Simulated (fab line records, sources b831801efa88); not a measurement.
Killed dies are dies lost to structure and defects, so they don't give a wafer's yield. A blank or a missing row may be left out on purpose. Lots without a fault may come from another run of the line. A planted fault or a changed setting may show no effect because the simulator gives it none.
One fault seen from 2 desks | flow gf180mcu | each desk has only its own numbers; what lay behind them comes last

THE TOOL OWNER'S DESK: pecvd-04
The tool's own readings at GF_V3_CVD_02 (deposits SiO2 from TEOS, target thk 850 nm, time 94.851 s): means of the sampled wafers that have a number, for each lot that ran on this tool. A lot is out of limits, marked OUT, if its mean lies more than 4 standard deviations from the usual mean; the brackets give that distance.
Columns: A = heater_power_w at GF_V3_CVD_02, usual 641 W
lot  | first seen here | A
L895 | day 21 21:31    | 693
L903 | day 25 06:03    | 733
This desk's finding: nothing out of limits on any of the 2 lots.

THE METROLOGY DESK
What the gauges read, lot by lot, whatever tool the lot ran on: means of the sampled wafers that have a number. A lot is out of limits, marked OUT, if its mean lies more than 4 standard deviations from the usual mean; the brackets give that distance. Of its 9 readings 7 are shown: those that lie furthest out on some lot.
Columns: A = cd_nm at GF_M3_CD_MEAS_14, usual 279.9 nm; B = M3_OVL at GF_M3_OVL_MEAS_15, usual 4 nm; C = V3_CVD_00_THK at GF_V3_THK_MEAS_01, usual 599 nm; D = V3_CVD_02_THK at GF_V3_THK_MEAS_03, usual 848 nm; E = V3_BOW at GF_V3_BOW_MEAS_05, usual 116 um; F = V3_OVL at GF_V3_OVL_MEAS_15, usual 3 nm; G = V3_W_RS at GF_V3_RS_MEAS_24, usual 0.327 ohm/sq
lot  | first seen here | A     | B  | C   | D   | E   | F  | G
L893 | day 21 05:46    | 278.6 | -5 | 605 | 830 | 122 | -0 | 0.327
L895 | day 21 20:37    | 278.5 | 4  | 594 | 852 | 124 | 5  | 0.325
L903 | day 25 05:07    | 278.9 | 11 | 601 | 856 | 118 | 5  | 0.330
L911 | day 27 12:38    | 279.0 | -3 | 596 | 847 | 112 | 2  | 0.322
L915 | day 28 12:20    | 279.7 | 6  | 589 | 832 | 124 | 10 | 0.326
This desk's finding: nothing out of limits on any of the 5 lots.

PUT TOGETHER
The tool owner's desk saw nothing out of limits.
The metrology desk saw nothing out of limits.

WHAT THE SIMULATOR HAD PUT IN
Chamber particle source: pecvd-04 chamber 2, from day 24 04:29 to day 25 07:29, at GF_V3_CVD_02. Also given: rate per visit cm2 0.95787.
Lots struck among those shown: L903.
